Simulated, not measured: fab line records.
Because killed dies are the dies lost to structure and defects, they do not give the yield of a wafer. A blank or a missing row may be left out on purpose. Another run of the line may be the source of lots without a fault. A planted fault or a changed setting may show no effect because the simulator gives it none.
Commonality check across tools || flow gf180mcu || 11 lots and 33 wafers in the sample

## WHY THIS WAS OPENED
GF_HV_LDD_TW_MEAS_50, reading HV_LDD_4_TW: flagged on 1 of 11 lots. Fault-free wafers read 566, with a standard deviation of 5.2.
Rule: a lot is flagged in two cases, either no wafer of it has a number, or all its wafers with numbers fall more than 4 standard deviations from that mean. The rest of the lots are taken to be sound.

{"lot": "L740", "measured": "day 13 05:48", "on": "film_metro-04", "HV_LDD_4_TW, wafer by wafer": "572 571 572", "flag": ""}
{"lot": "L742", "measured": "day 13 15:00", "on": "film_metro-01", "HV_LDD_4_TW, wafer by wafer": "565 566 566", "flag": ""}
{"lot": "L743", "measured": "day 13 23:55", "on": "film_metro-02", "HV_LDD_4_TW, wafer by wafer": "564 563 560", "flag": ""}
{"lot": "L744", "measured": "day 14 08:32", "on": "film_metro-04", "HV_LDD_4_TW, wafer by wafer": "570 570 576", "flag": ""}
{"lot": "L748", "measured": "day 15 18:05", "on": "film_metro-02", "HV_LDD_4_TW, wafer by wafer": "562 558 562", "flag": ""}
{"lot": "L750", "measured": "day 16 15:45", "on": "film_metro-01", "HV_LDD_4_TW, wafer by wafer": "561 564 563", "flag": ""}
{"lot": "L753", "measured": "day 17 10:56", "on": "film_metro-01", "HV_LDD_4_TW, wafer by wafer": "561 561 562", "flag": ""}
{"lot": "L755", "measured": "day 18 02:32", "on": "film_metro-02", "HV_LDD_4_TW, wafer by wafer": "30 30 30", "flag": "FLAGGED"}
{"lot": "L756", "measured": "day 18 10:03", "on": "film_metro-01", "HV_LDD_4_TW, wafer by wafer": "562 557 559", "flag": ""}
{"lot": "L759", "measured": "day 19 15:42", "on": "film_metro-04", "HV_LDD_4_TW, wafer by wafer": "572 576 576", "flag": ""}
{"lot": "L760", "measured": "day 19 17:13", "on": "film_metro-02", "HV_LDD_4_TW, wafer by wafer": "563 563 565", "flag": ""}
On average the flagged lots read 30, which is -536 against the usual, or -99 or more standard deviations.

## WHICH TOOL EACH LOT WENT THROUGH
The record holds 3 process steps before the reading, out of a route of 602 steps. Each cell gives the tool, then ch followed by the chambers the sampled wafers passed through, then the start.
{"lot": "L740", "flag": "", "GF_VT_IMPLANT_STRIP_42": "plasma_asher-01 ch 0,1, day 8 07:38", "GF_HV_LDD_STRIP_22": "plasma_asher-03 ch 0,1, day 11 13:49", "GF_HV_LDD_EXPOSE_43": "iline_stepper-02 ch 0, day 12 19:29"}
{"lot": "L742", "flag": "", "GF_VT_IMPLANT_STRIP_42": "plasma_asher-03 ch 0,1, day 8 15:05", "GF_HV_LDD_STRIP_22": "plasma_asher-03 ch 0,1, day 11 22:37", "GF_HV_LDD_EXPOSE_43": "iline_stepper-01 ch 0, day 13 04:14"}
{"lot": "L743", "flag": "", "GF_VT_IMPLANT_STRIP_42": "plasma_asher-03 ch 0,1, day 8 22:37", "GF_HV_LDD_STRIP_22": "plasma_asher-02 ch 0,1, day 12 06:48", "GF_HV_LDD_EXPOSE_43": "iline_stepper-01 ch 0, day 13 13:51"}
{"lot": "L744", "flag": "", "GF_VT_IMPLANT_STRIP_42": "plasma_asher-04 ch 0,1, day 9 05:43", "GF_HV_LDD_STRIP_22": "plasma_asher-04 ch 0,1, day 12 15:10", "GF_HV_LDD_EXPOSE_43": "iline_stepper-01 ch 0, day 13 21:38"}
{"lot": "L748", "flag": "", "GF_VT_IMPLANT_STRIP_42": "plasma_asher-01 ch 1, day 10 09:14", "GF_HV_LDD_STRIP_22": "plasma_asher-04 ch 0,1, day 13 22:28", "GF_HV_LDD_EXPOSE_43": "iline_stepper-01 ch 0, day 15 07:52"}
{"lot": "L750", "flag": "", "GF_VT_IMPLANT_STRIP_42": "plasma_asher-04 ch 0,1, day 11 00:16", "GF_HV_LDD_STRIP_22": "plasma_asher-02 ch 0,1, day 14 19:43", "GF_HV_LDD_EXPOSE_43": "iline_stepper-02 ch 0, day 16 04:37"}
{"lot": "L753", "flag": "", "GF_VT_IMPLANT_STRIP_42": "plasma_asher-01 ch 0,1, day 11 18:23", "GF_HV_LDD_STRIP_22": "plasma_asher-02 ch 0,1, day 15 12:32", "GF_HV_LDD_EXPOSE_43": "iline_stepper-01 ch 0, day 16 23:02"}
{"lot": "L755", "flag": "FLAGGED", "GF_VT_IMPLANT_STRIP_42": "plasma_asher-04 ch 0,1, day 12 09:19", "GF_HV_LDD_STRIP_22": "plasma_asher-03 ch 0,1, day 16 04:44", "GF_HV_LDD_EXPOSE_43": "iline_stepper-01 ch 0, day 17 15:05"}
{"lot": "L756", "flag": "", "GF_VT_IMPLANT_STRIP_42": "plasma_asher-03 ch 0, day 12 13:40", "GF_HV_LDD_STRIP_22": "plasma_asher-04 ch 0,1, day 16 11:47", "GF_HV_LDD_EXPOSE_43": "iline_stepper-02 ch 0, day 17 22:02"}
{"lot": "L759", "flag": "", "GF_VT_IMPLANT_STRIP_42": "plasma_asher-01 ch 0,1, day 13 12:31", "GF_HV_LDD_STRIP_22": "plasma_asher-02 ch 0,1, day 17 15:16", "GF_HV_LDD_EXPOSE_43": "iline_stepper-01 ch 0, day 19 03:39"}
{"lot": "L760", "flag": "", "GF_VT_IMPLANT_STRIP_42": "plasma_asher-03 ch 0,1, day 13 16:41", "GF_HV_LDD_STRIP_22": "plasma_asher-02 ch 1, day 17 17:06", "GF_HV_LDD_EXPOSE_43": "iline_stepper-01 ch 0, day 19 05:04"}
What these steps do:
- GF_VT_IMPLANT_STRIP_42: strips in O2/N2.
- GF_HV_LDD_STRIP_22: strips in O2/N2.
- GF_HV_LDD_EXPOSE_43: exposes mask Pplus HV AREA, target cd 400 nm.
- GF_HV_LDD_TW_MEAS_50

## FLAGGED AGAINST TOTAL, ONE TOOL AT A TIME (gauges that did the reading follow at the end)
{"step": "GF_VT_IMPLANT_STRIP_42", "tool": "plasma_asher-01", "lots run": 4, "flagged": 0, "share of the flagged lots": "none", "sound lots run after its first flagged lot": "-"}
{"step": "GF_VT_IMPLANT_STRIP_42", "tool": "plasma_asher-03", "lots run": 4, "flagged": 0, "share of the flagged lots": "none", "sound lots run after its first flagged lot": "-"}
{"step": "GF_VT_IMPLANT_STRIP_42", "tool": "plasma_asher-04", "lots run": 3, "flagged": 1, "share of the flagged lots": "all", "sound lots run after its first flagged lot": 0}
{"step": "GF_HV_LDD_STRIP_22", "tool": "plasma_asher-02", "lots run": 5, "flagged": 0, "share of the flagged lots": "none", "sound lots run after its first flagged lot": "-"}
{"step": "GF_HV_LDD_STRIP_22", "tool": "plasma_asher-03", "lots run": 3, "flagged": 1, "share of the flagged lots": "all", "sound lots run after its first flagged lot": 0}
{"step": "GF_HV_LDD_STRIP_22", "tool": "plasma_asher-04", "lots run": 3, "flagged": 0, "share of the flagged lots": "none", "sound lots run after its first flagged lot": "-"}
{"step": "GF_HV_LDD_EXPOSE_43", "tool": "iline_stepper-01", "lots run": 8, "flagged": 1, "share of the flagged lots": "all", "sound lots run after its first flagged lot": "2 (L759,L760)"}
{"step": "GF_HV_LDD_EXPOSE_43", "tool": "iline_stepper-02", "lots run": 3, "flagged": 0, "share of the flagged lots": "none", "sound lots run after its first flagged lot": "-"}
{"step": "GF_HV_LDD_TW_MEAS_50", "tool": "film_metro-01", "lots run": 4, "flagged": 0, "share of the flagged lots": "none", "sound lots run after its first flagged lot": "-"}
{"step": "GF_HV_LDD_TW_MEAS_50", "tool": "film_metro-02", "lots run": 4, "flagged": 1, "share of the flagged lots": "all", "sound lots run after its first flagged lot": "1 (L760)"}
{"step": "GF_HV_LDD_TW_MEAS_50", "tool": "film_metro-04", "lots run": 3, "flagged": 0, "share of the flagged lots": "none", "sound lots run after its first flagged lot": "-"}

## WHAT THE TABLE ALLOWS
4 rows of the table ran every flagged lot: plasma_asher-04 at GF_VT_IMPLANT_STRIP_42, plasma_asher-03 at GF_HV_LDD_STRIP_22, iline_stepper-01 at GF_HV_LDD_EXPOSE_43, film_metro-02 at GF_HV_LDD_TW_MEAS_50.
- plasma_asher-04 at GF_VT_IMPLANT_STRIP_42 ran 3 lots, 1 of them flagged. Its last sound lot is L750 (day 11 00:16), its first flagged lot L755 (day 12 09:19): a fault that began between those two fits.
- plasma_asher-03 at GF_HV_LDD_STRIP_22 ran 3 lots, 1 of them flagged. Its last sound lot is L742 (day 11 22:37), its first flagged lot L755 (day 16 04:44): a fault that began between those two fits.
- iline_stepper-01 at GF_HV_LDD_EXPOSE_43 ran 8 lots, 1 of them flagged. Sound lots ran on it after the first flagged one (L759, L760), which a lasting fault on the whole tool wouldn't allow.
- film_metro-02 at GF_HV_LDD_TW_MEAS_50 ran 4 lots, 1 of them flagged. Sound lots ran on it after the first flagged one (L760), which a lasting fault on the whole tool wouldn't allow.
Because each of these 2 tools fits a fault that began at some hour, counting lots does not separate them. More lots, or a look at what each step does to the wafer, might.

## WHAT WAS PUT IN BY THE SIMULATOR
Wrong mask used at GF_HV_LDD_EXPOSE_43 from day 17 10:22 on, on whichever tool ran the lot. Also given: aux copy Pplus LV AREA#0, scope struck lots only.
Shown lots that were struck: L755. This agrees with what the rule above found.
